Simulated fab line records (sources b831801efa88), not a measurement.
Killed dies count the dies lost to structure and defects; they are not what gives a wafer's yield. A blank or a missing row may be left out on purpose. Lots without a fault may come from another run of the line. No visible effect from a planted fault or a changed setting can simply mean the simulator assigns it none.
Which tool is to blame? | flow gf180mcu | 10 lots with 30 wafers sampled at 6 steps, on a route of 602 steps

## WHAT THE GAUGES SHOWED, per wafer
GF_CONTACT_THK_MEAS_26: measures by xrf. Usual: for CONTACT_W_THK the level is 297 nm and the standard deviation is 4.7.
lot  | measured     | on            | CONTACT_W_THK (nm) | flag
L496 | day 15 20:19 | film metro-01 | 302 296 299        |
L497 | day 16 02:13 | film metro-01 | 305 297 307        |
L498 | day 16 11:37 | film metro-04 | 294 294 292        |
L502 | day 19 00:50 | film metro-03 | 293 293 294        |
L507 | day 20 13:10 | film metro-01 | 297 293 293        |
L508 | day 20 21:31 | film metro-04 | 297 293 296        |
L509 | day 21 01:03 | film metro-01 | 300 305 302        |
L512 | day 22 07:55 | film metro-04 | 299 295 296        |
L518 | day 23 22:28 | film metro-03 | 299 300 298        |
L519 | day 24 06:50 | film metro-03 | 297 290 292        |

GF_V2_RS_MEAS_24: measurement is done with a four-point probe. Usual: for V2_W_RS the level is 0.326 ohm/sq and the standard deviation is 0.0033.
lot  | measured     | on            | V2_W_RS (ohm/sq)  | flag
L496 | day 20 00:59 | film metro-04 | 0.330 0.324 0.327 |
L497 | day 20 05:35 | film metro-04 | 0.320 0.323 0.323 |
L498 | day 20 15:21 | film metro-01 | 0.326 0.326 0.327 |
L502 | day 23 06:23 | film metro-04 | 0.329 0.335 0.323 |
L507 | day 24 15:43 | film metro-04 | 0.581 0.588 0.326 | OFF
L508 | day 24 23:28 | film metro-03 | 0.569 0.581 0.321 | OFF
L509 | day 25 03:29 | film metro-04 | 0.589 0.324 0.325 | OFF
L512 | day 26 06:01 | film metro-04 | 0.327 0.328 0.329 |
L518 | day 27 15:57 | film metro-01 | 0.320 0.321 0.329 |
L519 | day 27 23:48 | film metro-01 | 0.322 0.322 0.320 |

GF_V2_THK_MEAS_25: measures by xrf. Usual: for V2_W_THK the level is 347 nm and the standard deviation is 4.4.
lot  | measured     | on            | V2_W_THK (nm) | flag
L496 | day 20 01:05 | film metro-04 | 342 350 346   |
L497 | day 20 05:41 | film metro-04 | 354 351 351   |
L498 | day 20 15:27 | film metro-01 | 347 349 348   |
L502 | day 23 06:31 | film metro-04 | 342 336 349   |
L507 | day 24 15:49 | film metro-04 | 195 195 346   | OFF
L508 | day 24 23:35 | film metro-03 | 198 196 348   | OFF
L509 | day 25 03:35 | film metro-04 | 194 352 350   | OFF
L512 | day 26 06:08 | film metro-04 | 345 346 346   |
L518 | day 27 16:04 | film metro-01 | 355 354 346   |
L519 | day 27 23:55 | film metro-01 | 353 353 356   |

## TOOL THAT RAN EACH LOT (tool first, then ch and the chambers of the sampled wafers, then the start)
lot  | GF_M2_SPUTTER_00             | GF_V2_ETCH_16                      | GF_V2_CVD_23
L496 | pvd sputter-03, day 17 21:19 | rie diel-02 ch 1,2, day 20 00:04   | cvd w-02 ch 0,1, day 20 00:52
L497 | pvd sputter-03, day 18 03:26 | rie diel-04 ch 1,2, day 20 04:39   | cvd w-02 ch 0,1, day 20 05:27
L498 | pvd sputter-01, day 18 13:15 | rie diel-02 ch 0,3, day 20 14:24   | cvd w-02 ch 0,1, day 20 15:14
L502 | pvd sputter-01, day 21 04:43 | rie diel-01 ch 0,2,3, day 23 05:31 | cvd w-01 ch 0,1, day 23 06:16
L507 | pvd sputter-04, day 22 16:28 | rie diel-02 ch 0,2,3, day 24 14:49 | cvd w-02 ch 0,1, day 24 15:37
L508 | pvd sputter-03, day 23 00:41 | rie diel-02 ch 0,1,3, day 24 22:07 | cvd w-02 ch 0,1, day 24 23:21
L509 | pvd sputter-01, day 23 04:04 | rie diel-01 ch 0,2,3, day 25 02:13 | cvd w-02 ch 0,1, day 25 03:21
L512 | pvd sputter-04, day 24 08:58 | rie diel-01 ch 1,3, day 26 05:01   | cvd w-01 ch 1, day 26 05:49
L518 | pvd sputter-04, day 25 21:04 | rie diel-04 ch 0,1,2, day 27 15:04 | cvd w-01 ch 0,1, day 27 15:49
L519 | pvd sputter-01, day 26 04:25 | rie diel-02 ch 1,2,3, day 27 22:49 | cvd w-01 ch 0, day 27 23:35
- GF_M2_SPUTTER_00: material Ti, target thk 37.5 nm, time 150 s.
- GF_V2_ETCH_16: etches BARC in N2/H2.
- GF_V2_CVD_23: deposits W, target thk 350 nm, time 104.94 s.

## WHAT THE TOOLS THEMSELVES READ (means of the sampled wafers that have a number; where no wafer has one, the mark that the record gives instead)
GF_M2_SPUTTER_00. Usual: chamber pressure pa 2.000 Pa, standard deviation 0.0041; throttle valve pct 30.1 %, standard deviation 1.1.
lot  | tool           | chamber pressure pa (Pa) | throttle valve pct (%) | flag
L496 | pvd sputter-03 | 1.997                    | 30.0                   |
L497 | pvd sputter-03 | 2.003                    | 29.8                   |
L498 | pvd sputter-01 | 2.000                    | 31.0                   |
L502 | pvd sputter-01 | 1.997                    | 30.9                   |
L507 | pvd sputter-04 | 2.003                    | 29.5                   |
L508 | pvd sputter-03 | 1.996                    | 29.5                   |
L509 | pvd sputter-01 | 1.997                    | 30.5                   |
L512 | pvd sputter-04 | 2.002                    | 29.3                   |
L518 | pvd sputter-04 | 1.999                    | 29.0                   |
L519 | pvd sputter-01 | 2.003                    | 31.0                   |

GF_V2_ETCH_16. Usual: drypump motor current A 5.9 A, standard deviation 0.39; oes product au 0.855 a.u., standard deviation 0.0044; throttle valve pct 13.223 %, standard deviation 0.0095.
lot  | tool        | drypump motor current A (A) | oes product au (a.u.) | throttle valve pct (%) | flag
L496 | rie diel-02 | 5.9                         | 0.853                 | 13.228                 |
L497 | rie diel-04 | 5.5                         | 0.850                 | 13.227                 |
L498 | rie diel-02 | 5.7                         | 0.859                 | 13.215                 |
L502 | rie diel-01 | 5.9                         | 0.860                 | 13.231                 |
L507 | rie diel-02 | 5.8                         | 0.858                 | 13.227                 |
L508 | rie diel-02 | 6.0                         | 0.856                 | 13.224                 |
L509 | rie diel-01 | 5.9                         | 0.854                 | 13.225                 |
L512 | rie diel-01 | 6.0                         | 0.853                 | 13.238                 |
L518 | rie diel-04 | 5.6                         | 0.857                 | 13.226                 |
L519 | rie diel-02 | 5.8                         | 0.859                 | 13.218                 |

GF_V2_CVD_23. Usual: 808 W for heater power w, sd 100.
lot  | tool     | heater power w (W) | flag
L496 | cvd w-02 | 746                |
L497 | cvd w-02 | 791                |
L498 | cvd w-02 | 755                |
L502 | cvd w-01 | 903                |
L507 | cvd w-02 | 755                |
L508 | cvd w-02 | 826                |
L509 | cvd w-02 | 758                |
L512 | cvd w-01 | 991                |
L518 | cvd w-01 | 833                |
L519 | cvd w-01 | 759                |

## THE ANSWER, worked out from the rows above alone
Rule: take the mean of a lot's wafers that have a number; if it is more than 3 standard deviations from the usual mean, the lot is off. A lot without any number at a reading at which 4 lots or more have one is off too. Where the step has rows for the other lots, those lots are counted as sound. First the gauges in route order, then the tools' own readings, where a lot's mean is used as printed above. The first step at which some lot is off is used, and at that step the reading that is off furthest; a lot without a number counts as furthest.
Off: L507, L508, L509, at GF_V2_RS_MEAS_24 (V2_W_RS).
If a tool, at a process step before that reading, ran all the lots that are off and no sound lot after the first of them, it fits. The gauges at GF_V2_RS_MEAS_24 are tried like those tools. One candidate fits, namely cvd w-02 at GF_V2_CVD_23. Its last sound lot is L498 (day 20 15:14), its first lot that is off L507 (day 24 15:37): a fault that began between those two fits.

## WHAT THE SIMULATOR HAD INSERTED
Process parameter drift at GF_V2_CVD_23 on cvd w-02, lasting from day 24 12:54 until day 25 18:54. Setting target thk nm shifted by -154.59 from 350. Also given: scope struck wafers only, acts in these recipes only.
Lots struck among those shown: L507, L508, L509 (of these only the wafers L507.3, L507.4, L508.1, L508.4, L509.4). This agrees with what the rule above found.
